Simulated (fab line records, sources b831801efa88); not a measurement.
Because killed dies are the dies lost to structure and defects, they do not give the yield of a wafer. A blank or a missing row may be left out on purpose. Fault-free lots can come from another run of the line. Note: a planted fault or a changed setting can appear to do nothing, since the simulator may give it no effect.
What tool caused it? + flow sfqLine + 7 lots, 21 wafers sampled, at 2 steps of a route of 325

## WHAT THE GAUGES READ, wafer by wafer
SFQ_M0_RS_MEAS_904: the measuring method here is four-point-probe.
| lot  | measured     | on           | M0_NB_RS (ohm/sq) |
|------|--------------|--------------|-------------------|
| L271 | day 9 20:00  | filmMetro-04 | 0.885 0.887 0.880 |
| L273 | day 10 04:32 | filmMetro-03 | 0.890 0.896 0.889 |
| L275 | day 10 14:52 | filmMetro-01 | 0.886 0.882 0.889 |
| L278 | day 11 01:15 | filmMetro-01 | 0.897 0.897 0.893 |
| L284 | day 12 22:48 | filmMetro-03 | 0.894 0.890 0.888 |
| L286 | day 13 16:47 | filmMetro-01 | 0.894 0.888 0.891 |
| L292 | day 15 20:08 | filmMetro-03 | 0.878 0.905 0.892 |

## WHICH TOOL RAN EACH LOT (tool, then ch and the chambers of the sampled wafers, then the start)
| lot  | SFQ_TRILAYER_M0_DEP_SPUTTER_019 |
|------|---------------------------------|
| L271 | pvdSputter-05, day 9 19:55      |
| L273 | pvdSputter-03, day 10 04:26     |
| L275 | pvdSputter-04, day 10 14:46     |
| L278 | pvdSputter-04, day 11 01:08     |
| L284 | pvdSputter-03, day 12 22:41     |
| L286 | pvdSputter-03, day 13 16:41     |
| L292 | pvdSputter-03, day 15 20:01     |
- SFQ_TRILAYER_M0_DEP_SPUTTER_019: material Nb, target thk 200 nm, time 133.3 s.

## THE ANSWER, worked out from the rows above alone
Rule: the usual values come from the lots themselves. Put in order of their means at a reading, lots are off if they are a third of the lots or fewer, leave a main group of 4 or more, and stand apart from it by a gap of 3 or more times the standard deviation of the main group's means; of several such gaps the widest counts. Not used: any main group whose means are identical at the precision the tables above print for the reading. Also off: a lot with no number at a reading for which 4 or more lots have one. All remaining lots with rows at the step are treated as sound.
Across all readings shown, no lot is off: no conclusion can be drawn from this.

## WHAT THE SIMULATOR HAD INSERTED
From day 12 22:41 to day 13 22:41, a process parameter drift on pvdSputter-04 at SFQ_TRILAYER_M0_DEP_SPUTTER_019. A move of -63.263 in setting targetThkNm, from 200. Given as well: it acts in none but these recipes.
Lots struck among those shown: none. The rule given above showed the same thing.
